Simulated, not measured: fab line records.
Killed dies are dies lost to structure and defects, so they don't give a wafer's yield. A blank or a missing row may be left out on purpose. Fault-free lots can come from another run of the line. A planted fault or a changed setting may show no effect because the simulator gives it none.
Check for tools in common + flow sky130 + Lots sampled 15, wafers sampled 45

## WHY THIS WAS OPENED
At SKY_LDD_HVP_TW_MEAS_10 the reading LDD_HVP_TW is flagged on 3 of 15 lots. No-fault wafers: 454.1, standard deviation 2.9.
Rule: a lot gets a flag if all its wafers with a number sit over 4 standard deviations from that mean, or if no wafer of it has a number. All remaining lots are regarded as sound.

| lot  | measured     | on            | LDD_HVP_TW, wafer by wafer | flag    |
|------|--------------|---------------|----------------------------|---------|
| L837 | day 22 10:13 | film_metro-04 | 451.5 451.7 451.8          |         |
| L838 | day 22 18:32 | film_metro-02 | 453.9 453.8 452.4          |         |
| L839 | day 23 06:16 | film_metro-04 | 453.9 453.7 454.9          |         |
| L841 | day 23 21:45 | film_metro-02 | 457.8 458.0 458.3          |         |
| L840 | day 24 02:16 | film_metro-04 | 453.2 452.4 454.0          |         |
| L842 | day 24 15:40 | film_metro-02 | 455.2 460.0 456.4          |         |
| L843 | day 25 02:57 | film_metro-01 | 452.9 455.1 455.9          |         |
| L844 | day 25 10:58 | film_metro-02 | 456.3 457.6 457.8          |         |
| L845 | day 25 12:50 | film_metro-04 | 450.3 449.6 448.1          |         |
| L848 | day 26 17:31 | film_metro-02 | 458.6 458.6 459.9          |         |
| L850 | day 27 09:34 | film_metro-02 | 458.8 456.0 454.9          |         |
| L851 | day 27 19:36 | film_metro-02 | 455.3 456.2 456.8          |         |
| L852 | day 27 20:30 | film_metro-01 | 1443.8 1438.9 1441.2       | FLAGGED |
| L853 | day 28 03:34 | film_metro-02 | 1447.2 1448.2 1454.3       | FLAGGED |
| L854 | day 28 17:19 | film_metro-01 | 1438.4 1442.3 1439.6       | FLAGGED |
Flagged lots average 1443.8: +989.7 relative to the usual, that is +99 or more standard deviations.

## WHICH TOOL RAN EACH LOT
Before the reading, the record contains 2 process steps out of a 708-step route. Read each cell as the tool, then ch plus the chambers that the sampled wafers visited, then the start.
| lot  | flag    | SKY_VT_ADJUST_HVTR_STRIP_10          | SKY_LDD_HVN_COAT_02               |
|------|---------|--------------------------------------|-----------------------------------|
| L837 |         | plasma_asher-02 ch 0,1, day 10 05:51 | litho_track-02 ch 0, day 20 12:23 |
| L838 |         | plasma_asher-01 ch 0,1, day 10 08:19 | litho_track-01 ch 0, day 20 20:13 |
| L839 |         | plasma_asher-03 ch 0,1, day 10 21:47 | litho_track-01 ch 0, day 21 08:04 |
| L841 |         | plasma_asher-01 ch 0,1, day 11 07:52 | litho_track-01 ch 0, day 21 23:53 |
| L840 |         | plasma_asher-01 ch 0,1, day 11 06:35 | litho_track-02 ch 0, day 22 04:40 |
| L842 |         | plasma_asher-01 ch 0,1, day 11 16:37 | litho_track-01 ch 0, day 22 17:58 |
| L843 |         | plasma_asher-02 ch 0,1, day 12 01:01 | litho_track-02 ch 0, day 23 04:26 |
| L844 |         | plasma_asher-02 ch 0,1, day 12 08:49 | litho_track-02 ch 0, day 23 13:31 |
| L845 |         | plasma_asher-02 ch 0,1, day 12 10:31 | litho_track-02 ch 0, day 23 15:40 |
| L848 |         | plasma_asher-01 ch 0,1, day 13 18:09 | litho_track-03 ch 0, day 24 21:05 |
| L850 |         | plasma_asher-03 ch 0,1, day 14 04:10 | litho_track-02 ch 0, day 25 13:13 |
| L851 |         | plasma_asher-01 ch 0,1, day 14 14:22 | litho_track-01 ch 0, day 26 00:23 |
| L852 | FLAGGED | plasma_asher-02 ch 0,1, day 14 16:52 | litho_track-03, day 26 01:04      |
| L853 | FLAGGED | plasma_asher-03 ch 0,1, day 15 04:04 | litho_track-02, day 26 09:05      |
| L854 | FLAGGED | plasma_asher-03 ch 0,1, day 15 14:56 | litho_track-03, day 26 22:17      |
What the steps here do:
- SKY_VT_ADJUST_HVTR_STRIP_10: strips in O2/N2.
- SKY_LDD_HVN_COAT_02: resist thk 300 nm.
- SKY_LDD_HVP_TW_MEAS_10

## FLAGGED OVER TOTAL, TOOL BY TOOL (the gauges that took the reading come last)
| step                        | tool            | lots run | flagged | share of the flagged lots | sound lots run after its first flagged lot |
|-----------------------------|-----------------|----------|---------|---------------------------|--------------------------------------------|
| SKY_VT_ADJUST_HVTR_STRIP_10 | plasma_asher-01 | 6        | 0       | none                      | -                                          |
| SKY_VT_ADJUST_HVTR_STRIP_10 | plasma_asher-02 | 5        | 1       | some                      | 0                                          |
| SKY_VT_ADJUST_HVTR_STRIP_10 | plasma_asher-03 | 4        | 2       | some                      | 0                                          |
| SKY_LDD_HVN_COAT_02         | litho_track-01  | 5        | 0       | none                      | -                                          |
| SKY_LDD_HVN_COAT_02         | litho_track-02  | 7        | 1       | some                      | 0                                          |
| SKY_LDD_HVN_COAT_02         | litho_track-03  | 3        | 2       | some                      | 0                                          |
| SKY_LDD_HVP_TW_MEAS_10      | film_metro-01   | 3        | 2       | some                      | 0                                          |
| SKY_LDD_HVP_TW_MEAS_10      | film_metro-02   | 8        | 1       | some                      | 0                                          |
| SKY_LDD_HVP_TW_MEAS_10      | film_metro-04   | 4        | 0       | none                      | -                                          |

## WHAT THE TABLE PERMITS
No row of the table ran every flagged lot.

## WHAT THE SIMULATOR HAD INSERTED
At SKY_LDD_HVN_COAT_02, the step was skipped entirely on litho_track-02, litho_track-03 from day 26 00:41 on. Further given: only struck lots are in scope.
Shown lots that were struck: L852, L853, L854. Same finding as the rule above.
